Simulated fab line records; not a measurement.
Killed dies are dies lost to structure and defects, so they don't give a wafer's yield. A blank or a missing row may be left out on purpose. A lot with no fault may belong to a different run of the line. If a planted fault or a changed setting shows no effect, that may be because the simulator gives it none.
Code-filled problem report in 8D (eight disciplines) form | flow gf180mcu | the parts of the form that need people (team, actions taken, sign-off) are left out

== 1. THE PROBLEM ==
Wafers free of any fault read 690 (standard deviation 7.5) for VT_IMPLANT_4_TW at GF_VT_IMPLANT_TW_MEAS_43, against a mean of 602 on 2 wafers of 2 lots. That puts it -12 standard deviations away from the usual mean.
The first sign was on wafer L759.1 at day 12 12:57, on film-metro-04. At this step, 38 wafers from 13 lots have a number in the record. The rule behind "out" and "out of limits": a value lying over 4 standard deviations away from the usual mean. Any other wafer with a number is counted as sound.

== 2. WHAT IT IS, WHAT IT ISN'T ==
question                    | is                           | is not
which readings at this step | VT_IMPLANT_4_TW              | -
which lots                  | L759, L760                   | L741, L743, L744, L746, L748, L749, L750, L754, L757, L763, L764
which wafers of those lots  | L759.1, L760.1               | L759.2, L759.3, L760.4
read on which gauges        | film-metro-03, film-metro-04 | film-metro-01
when                        | from day 12 12:57            | up to then (29 sound wafers); but 7 sound wafers of L760, L763, L764 came after

== 3. WHAT RULES OUT EACH SUSPECT ==
Counting: any tool at a process step up to the reading remains a suspect provided it ran every lot that is out. Sound lots after the first of them don't rule it out here, since some wafers of a struck lot are sound.
- ruled out: the gauge at GF_VT_IMPLANT_TW_MEAS_43. 2 gauges (film-metro-03, film-metro-04) read the wafers that are out.
- implanter-02 at GF_VT_IMPLANT_IMPLANT_41: kept. It ran every lot that is out, first L759 (day 12 12:42); its last sound lot up to then is L757 (day 12 01:40).
The count leaves implanter-02 at GF_VT_IMPLANT_IMPLANT_41.

== 4. THE CAUSE (what the simulator had put in) ==
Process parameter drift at GF_VT_IMPLANT_IMPLANT_41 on implanter-02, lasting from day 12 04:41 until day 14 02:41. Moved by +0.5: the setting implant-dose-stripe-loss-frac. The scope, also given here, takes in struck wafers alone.
After counting, this tool was the only one left.

== 5. THE EFFECT CHAIN, in route order ==
Each row: a reading where the mean over the struck wafers with a number is more than 3 standard deviations away from the usual. Readings are gone through only where the record gives a usual standard deviation; hours: the median, over the lots, of the time from a lot's start at the first step in this table giving one to that lot's start at this step; sigmas: the change measured in usual standard deviations.
hours | step                     | reading         | usual | on struck wafers | change | sigmas
0     | GF_VT_IMPLANT_TW_MEAS_43 | VT_IMPLANT_4_TW | 690   | 602              | -88    | -12
Later steps that measure or inspect, where all struck wafers having a row at the step show a number for every such reading and not one has moved that far: GF_VT_IMPLANT_RS_MEAS_48.

== 6. HOW IT WOULD HAVE BEEN CAUGHT EARLIER ==
The first out-of-limits reading at a measuring or inspecting step in this record came at day 12 12:57, 8 hours after the fault's start at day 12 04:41.
Tool readings at GF_VT_IMPLANT_IMPLANT_41 with a usual standard deviation given in the record: none out on any struck wafer, hence no alarm at a limit of 4 standard deviations on them.
Of the lots that are out (2), L760 began GF_VT_IMPLANT_IMPLANT_41 on implanter-02 after day 12 12:57. Putting the tool on hold at that point would have spared it.
